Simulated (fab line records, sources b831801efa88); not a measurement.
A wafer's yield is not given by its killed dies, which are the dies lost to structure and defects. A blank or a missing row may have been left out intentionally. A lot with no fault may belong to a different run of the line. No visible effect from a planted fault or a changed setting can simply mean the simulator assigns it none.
Struck lot and sound lot, side by side	flow gf180mcu	17 out of 602 route steps
Sound: the wafers L798.2, L798.3, L798.4. Struck: wafer L807.3 (left out: L807.1, L807.6 of the same lot, which were not struck); the cause appears at the end.
Each step with rows lists, per side, the tool, then ch with its chambers, then its first start. Under that, the readings that differ: sound wafers	struck wafers	difference of the means	sigmas: that difference in standard deviations of wafers without a fault.
alike: a reading whose means differ by less than 2 such deviations, as well as words and numbers matching on both sides. not compared: withheld readings; readings where some wafer has no value; bounds like >300 that might hide an equal value; numbers whose values overlap and for which the record gives no deviation.
A row with sigmas, a row that says differs or no value, or rows on one side alone: a step with any of these is where the two part. Numbers that don't overlap but have no deviation are shown without sigmas and don't part them. Lack of a reading on every wafer of one side parts them only where that side has two or more wafers.

GF_V4_BOW_MEAS_05:
  struck on film-metro-01, day 29 19:33; sound on film-metro-04, day 27 12:41
reading	sound	struck	difference	sigmas
V4_BOW (um)	154 146 153	132	-19	-2
then, 8 steps without rows for these wafers: GF_V4_DEHYDRATE_06 (time 60 s); GF_V4_HMDS_07 (prime time 60 s); GF_V4_COAT_08; GF_V4_COAT_09 (resist thk 1000 nm); GF_V4_SOFTBAKE_10 (time 60 s); GF_V4_EXPOSE_11 (exposes mask Via4, target cd 260 nm); GF_V4_PEB_12 (peb time 90 s); GF_V4_DEVELOP_13 (develop time 60 s).
GF_V4_CD_MEAS_14: target cd 260 nm.
  struck on cd-sem-01, day 30 13:54; sound on cd-sem-02, day 28 08:49
  alike: cd-nm
GF_V4_OVL_MEAS_15:
  struck on overlay-01, day 30 14:01; sound on overlay-01, day 28 08:55
  alike: V4_OVL
GF_V4_ETCH_16: etches BARC in N2/H2.
  sound on rie-diel-01 ch 0,1,2, day 28 08:57; struck on rie-diel-01 ch 3, day 30 14:03
reading	sound	struck	difference	sigmas
rf-fwd-power-W (W)	495.5 497.8 495.2	490.2	-6.0	-3
throttle-valve-pct (%)	13.223 13.232 13.253	13.215	-0.021	-2
  alike: drypump-motor-current-A, oes-product-au
GF_V4_ETCH_17: etches SiO2 in C4F8/O2/Ar, stops on TiN, target depth 630 nm.
  sound on rie-diel-01 ch 0,1,2, day 28 08:00; struck on rie-diel-01 ch 3, day 30 14:00
reading	sound	struck	difference	sigmas
oes-product-au (a.u.)	0.853 0.840 0.857	0.864	+0.014	+3
rf-fwd-power-W (W)	1496 1502 1489	1727	+231	+43
model.TiN_of_M4_SPUTTER_04.thk-nm (nm)	49.41 50.05 49.75	47.85	-1.89	
GF_V4_STRIP_18: strips in O2/N2.
  sound on plasma-asher-04 ch 0,1, day 28 09:05; struck on plasma-asher-03 ch 0, day 30 14:11
  alike: drypump-motor-current-A, heater-power-w, oes-product-au
  not compared: rf-hours-counter-h
GF_V4_STRIP_19: strips in post etch residue remover, time 1200 s.
  sound on wet-bench-04 ch 3, day 28 09:11; struck on wet-bench-04 ch 2, day 30 14:17
reading	sound	struck	difference	sigmas
bath-guard-temp-C (C)	72.4 72.1 71.9	73.6	+1.5	+3
model.TiN_of_M4_SPUTTER_04.thk-nm (nm)	48.98 49.62 49.33	47.43	-1.88	
then, 1 step without rows for these wafers: GF_V4_CLEAN_20 (cleans in DIW).
GF_PASSIVATION_PROBE_99:
  sound wafers here have rows in the record (prober-01, day 32 10:59); struck ones have none

WHERE THEY PART
Earliest at GF_V4_BOW_MEAS_05; latest, in this record, at GF_PASSIVATION_PROBE_99.

WHY: the cause the simulator had injected
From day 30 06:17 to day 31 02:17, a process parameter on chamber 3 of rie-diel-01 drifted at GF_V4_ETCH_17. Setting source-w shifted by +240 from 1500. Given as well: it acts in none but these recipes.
